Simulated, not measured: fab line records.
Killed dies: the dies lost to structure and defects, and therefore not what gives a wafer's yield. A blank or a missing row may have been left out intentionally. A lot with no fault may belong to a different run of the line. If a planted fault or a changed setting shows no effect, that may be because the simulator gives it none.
One fault seen from 2 desks | flow gf180mcu | every desk sees just its own numbers, and what lay behind them comes last

## AT THE TOOL OWNER'S DESK: cvd w-02
The tool's own readings at GF_V1_CVD_23 (deposits W, target thk 350 nm, time 105.05 s): means of the sampled wafers that have a number, for each lot that ran on this tool. A lot is out of limits, marked OUT, if its mean lies more than 4 standard deviations from the usual mean; the brackets give that distance.
Columns: A = chamber pressure Torr at GF_V1_CVD_23, usual 40.01 Torr; B = heater power w at GF_V1_CVD_23, usual 914 W
lot  | first seen here | A               | B
L146 | day 23 06:59    | 38.56 (-16) OUT | 856
L147 | day 24 07:25    | 38.66 (-15) OUT | 845
This desk's verdict: out of limits on L146, L147, starting with L146 at day 23 06:59 (chamber pressure Torr at GF_V1_CVD_23). In limits: none.

## THE METROLOGY DESK
What the gauges read for every lot (on any tool): the sampled wafers with a number, averaged. A lot is out of limits, marked OUT, if its mean lies more than 4 standard deviations from the usual mean; the brackets give that distance.
Columns: A = V1_CVD_02_THK at GF_V1_THK_MEAS_03, usual 848 nm; B = M2_ALCU_RS at GF_M2_RS_MEAS_05, usual 0.0671 ohm/sq
lot  | first seen here | A   | B
L133 | day 16 16:55    | 855 | 0.0669
L134 | day 17 03:06    | 844 | 0.0667
L135 | day 17 12:14    | 844 | 0.0662
L136 | day 17 23:20    | 840 | 0.0679
L137 | day 18 11:32    | 842 | 0.0660
L138 | day 18 14:43    | 852 | 0.0666
L143 | day 21 16:13    | 849 | 0.0670
L146 | day 22 06:25    | 837 | 0.0674
L145 | day 22 07:29    | 841 | 0.0667
L147 | day 23 08:07    | 846 | 0.0665
L149 | day 23 14:50    | 841 | 0.0659
L153 | day 24 02:47    | 840 | 0.0678
L155 | day 24 21:53    | 846 | 0.0665
L156 | day 25 05:05    | 873 | 0.0658
This desk's finding: nothing out of limits on any of the 14 lots.

## ALL TOGETHER
The tool owner's desk could have raised an alarm at day 23 06:59, on L146, L147.
From the metrology desk's view, nothing was out of limits.
The metrology desk holds a record of L146, L147, inside its limits.
GF_V1_CVD_23 was run on cvd w-02 by each of the lots named.

## WHAT HAD BEEN PUT IN BY THE SIMULATOR
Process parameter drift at GF_V1_CVD_23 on cvd w-02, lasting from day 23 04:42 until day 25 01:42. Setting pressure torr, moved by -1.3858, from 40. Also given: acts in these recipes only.
Struck lots among those shown: L146, L147.
Time in hours from fault onset to the first out-of-limits reading at each desk: the tool owner's desk, 2.
